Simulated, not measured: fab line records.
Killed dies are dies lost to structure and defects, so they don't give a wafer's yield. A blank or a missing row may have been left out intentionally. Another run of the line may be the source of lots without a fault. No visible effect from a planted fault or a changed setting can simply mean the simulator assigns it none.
Which of the tools did it? | flow sfq-line | Sampling: 15 lots, 42 wafers, 4 of 325 route steps

== WHAT THE GAUGES READ, wafer by wafer ==
SFQ_M3_RS_MEAS_919: uses a four-point probe to measure.
lot  | measured     | on            | M3_NB_RS (ohm/sq)
L279 | day 23 08:58 | film-metro-03 | 0.867 0.875 0.885
L280 | day 23 13:46 | film-metro-03 | 0.875 0.876 0.878
L281 | day 23 22:03 | film-metro-02 | 0.883 0.888 0.873
L282 | day 24 01:40 | film-metro-01 | 0.884 0.864 0.896
L284 | day 24 09:15 | film-metro-03 | 0.889 1.079
L286 | day 25 10:49 | film-metro-03 | 0.871 1.047
L287 | day 25 22:52 | film-metro-02 | 1.049 0.885
L292 | day 28 18:20 | film-metro-02 | 0.889 0.890 0.904
L293 | day 29 02:43 | film-metro-01 | 0.893 0.897 0.893
L294 | day 29 09:55 | film-metro-03 | 0.890 0.890 0.884
L296 | day 30 02:46 | film-metro-03 | 0.870 0.875 0.871
L297 | day 30 07:31 | film-metro-02 | 0.897 0.878 0.875
L298 | day 30 23:07 | film-metro-01 | 0.885 0.903 0.879
L300 | day 31 11:07 | film-metro-02 | 0.866 0.893 0.894
L301 | day 31 23:13 | film-metro-02 | 0.869 0.897 0.876

== WHICH TOOL RAN EACH LOT (tool, then ch and the chambers of the sampled wafers, then the start) ==
lot  | SFQ_TRILAYER_M2_DEP_SPUTTER_055 | SFQ_TRILAYER_I2_CMP_CMP_064   | SFQ_TRILAYER_M3_DEP_SPUTTER_073
L279 | pvd-sputter-04, day 17 16:44    | cmp-01 ch 1,2,3, day 20 11:48 | pvd-sputter-03, day 23 08:51
L280 | pvd-sputter-05, day 18 02:24    | cmp-01 ch 0,3, day 20 17:18   | pvd-sputter-04, day 23 13:39
L281 | pvd-sputter-05, day 18 04:43    | cmp-02 ch 0,1,3, day 20 22:36 | pvd-sputter-03, day 23 21:57
L282 | pvd-sputter-05, day 18 08:20    | cmp-02 ch 0,2,3, day 21 04:36 | pvd-sputter-05, day 24 01:34
L284 | pvd-sputter-04, day 18 21:32    | cmp-01 ch 1,3, day 21 15:26   | pvd-sputter-03, day 24 09:09
L286 | pvd-sputter-06, day 19 17:55    | cmp-02 ch 0,2, day 22 14:50   | pvd-sputter-03, day 25 10:43
L287 | pvd-sputter-06, day 20 05:55    | cmp-01 ch 0,3, day 23 02:44   | pvd-sputter-03, day 25 22:42
L292 | pvd-sputter-04, day 22 14:42    | cmp-02 ch 1,3, day 25 08:34   | pvd-sputter-05, day 28 18:14
L293 | pvd-sputter-05, day 22 23:06    | cmp-01 ch 1,2, day 25 17:14   | pvd-sputter-04, day 29 02:38
L294 | pvd-sputter-04, day 23 02:08    | cmp-02 ch 1,2,3, day 26 00:04 | pvd-sputter-05, day 29 09:50
L296 | pvd-sputter-06, day 23 14:42    | cmp-01 ch 0,2,3, day 26 17:59 | pvd-sputter-04, day 30 02:38
L297 | pvd-sputter-04, day 23 20:42    | cmp-01 ch 0,1,3, day 26 19:59 | pvd-sputter-03, day 30 07:26
L298 | pvd-sputter-05, day 24 07:30    | cmp-02 ch 1,2,3, day 27 13:29 | pvd-sputter-03, day 30 23:02
L300 | pvd-sputter-06, day 24 13:30    | cmp-02 ch 0,1, day 27 21:29   | pvd-sputter-03, day 31 11:02
L301 | pvd-sputter-06, day 24 21:54    | cmp-01 ch 0,3, day 28 08:29   | pvd-sputter-03, day 31 23:04
- SFQ_TRILAYER_M2_DEP_SPUTTER_055: material Nb, target thk 200 nm, time 133.3 s.
- SFQ_TRILAYER_I2_CMP_CMP_064: polishes SiO2.
- SFQ_TRILAYER_M3_DEP_SPUTTER_073: material Nb, target thk 200 nm, time 133.3 s.

== WHAT THE TOOLS THEMSELVES READ (means of the sampled wafers that have a number; where no wafer has one, the mark that the record gives instead) ==
SFQ_TRILAYER_M2_DEP_SPUTTER_055.
lot  | tool           | base-pressure-pa (Pa) | chamber-pressure-pa (Pa) | substrate-temp-c (C) | throttle-valve-pct (%)
L279 | pvd-sputter-04 | 1.37e-06              | 0.13343                  | 19.98                | 29.5
L280 | pvd-sputter-05 | 1.37e-06              | 0.13342                  | 20.03                | 28.8
L281 | pvd-sputter-05 | 1.22e-06              | 0.13328                  | 20.02                | 30.2
L282 | pvd-sputter-05 | 1.39e-06              | 0.13319                  | 20.04                | 29.7
L284 | pvd-sputter-04 | 1.28e-06              | 0.13289                  | 19.87                | 29.3
L286 | pvd-sputter-06 | 1.26e-06              | 0.13312                  | 20.00                | 29.4
L287 | pvd-sputter-06 | 1.37e-06              | 0.13340                  | 20.21                | 31.4
L292 | pvd-sputter-04 | 1.30e-06              | 0.13353                  | 20.15                | 30.2
L293 | pvd-sputter-05 | 1.27e-06              | 0.13292                  | 19.92                | 28.7
L294 | pvd-sputter-04 | 1.31e-06              | 0.13362                  | 19.95                | 30.2
L296 | pvd-sputter-06 | 1.30e-06              | 0.13334                  | 20.02                | 30.0
L297 | pvd-sputter-04 | 1.36e-06              | 0.13338                  | 19.97                | 29.4
L298 | pvd-sputter-05 | 1.32e-06              | 0.13327                  | 20.02                | 30.6
L300 | pvd-sputter-06 | 1.25e-06              | 0.13349                  | 20.05                | 29.9
L301 | pvd-sputter-06 | 1.32e-06              | 0.13307                  | 20.14                | 29.8

SFQ_TRILAYER_I2_CMP_CMP_064.
lot  | tool   | motor-current-A (A) | time-to-endpoint-s (s)
L279 | cmp-01 | 9.8                 | 216
L280 | cmp-01 | 9.5                 | 212
L281 | cmp-02 | 9.6                 | 213
L282 | cmp-02 | 10.4                | 223
L284 | cmp-01 | 9.6                 | 204
L286 | cmp-02 | 9.9                 | 208
L287 | cmp-01 | 9.4                 | 206
L292 | cmp-02 | 10.1                | 208
L293 | cmp-01 | 9.7                 | 214
L294 | cmp-02 | 10.2                | 214
L296 | cmp-01 | 9.6                 | 220
L297 | cmp-01 | 9.3                 | 211
L298 | cmp-02 | 10.1                | 215
L300 | cmp-02 | 9.1                 | 215
L301 | cmp-01 | 9.6                 | 209

SFQ_TRILAYER_M3_DEP_SPUTTER_073.
lot  | tool           | base-pressure-pa (Pa) | chamber-pressure-pa (Pa) | substrate-temp-c (C) | throttle-valve-pct (%)
L279 | pvd-sputter-03 | 1.32e-06              | 0.13342                  | 19.99                | 29.8
L280 | pvd-sputter-04 | 1.31e-06              | 0.13344                  | 19.97                | 29.9
L281 | pvd-sputter-03 | 1.26e-06              | 0.13330                  | 20.04                | 29.9
L282 | pvd-sputter-05 | 1.30e-06              | 0.13353                  | 20.03                | 30.1
L284 | pvd-sputter-03 | 1.35e-06              | 0.13303                  | 19.96                | 29.4
L286 | pvd-sputter-03 | 1.28e-06              | 0.13307                  | 19.95                | 30.1
L287 | pvd-sputter-03 | 1.16e-06              | 0.13371                  | 20.10                | 30.1
L292 | pvd-sputter-05 | 1.28e-06              | 0.13359                  | 19.98                | 29.5
L293 | pvd-sputter-04 | 1.29e-06              | 0.13306                  | 20.01                | 29.8
L294 | pvd-sputter-05 | 1.29e-06              | 0.13330                  | 20.00                | 30.3
L296 | pvd-sputter-04 | 1.38e-06              | 0.13331                  | 20.05                | 30.1
L297 | pvd-sputter-03 | 1.34e-06              | 0.13327                  | 19.97                | 29.7
L298 | pvd-sputter-03 | 1.30e-06              | 0.13345                  | 19.96                | 29.5
L300 | pvd-sputter-03 | 1.37e-06              | 0.13330                  | 19.92                | 29.3
L301 | pvd-sputter-03 | 1.25e-06              | 0.13329                  | 19.87                | 29.7

== THE ANSWER, worked out from the rows above alone ==
Rule: what is usual is taken from the lots themselves. Put in order of their means at a reading, lots are off if they are a third of the lots or fewer, leave a main group of 4 or more, and stand apart from it by a gap of 3 or more times the standard deviation of the main group's means; of several such gaps the widest counts. A main group whose means are all the same, to the digits that the tables above print for the reading, isn't used. Also off: a lot with no number at a reading for which 4 or more lots have one. Where the step has rows for the other lots, those lots are counted as sound. First the gauges in route order, then the tools' own readings, where a lot's mean is used as printed above. At the first step where some lot is off, the reading lying furthest off is the one used; lots without a number count as furthest.
Off: L284, L286, L287, seen at SFQ_M3_RS_MEAS_919 (M3_NB_RS). Main group: mean 0.883 ohm/sq, sd 0.0068.
If a tool, at a process step before that reading, ran all the lots that are off and no sound lot after the first of them, it fits. The gauges at SFQ_M3_RS_MEAS_919 are tried like those tools. No candidate that was tried fits.

== WHAT THE SIMULATOR HAD INSERTED ==
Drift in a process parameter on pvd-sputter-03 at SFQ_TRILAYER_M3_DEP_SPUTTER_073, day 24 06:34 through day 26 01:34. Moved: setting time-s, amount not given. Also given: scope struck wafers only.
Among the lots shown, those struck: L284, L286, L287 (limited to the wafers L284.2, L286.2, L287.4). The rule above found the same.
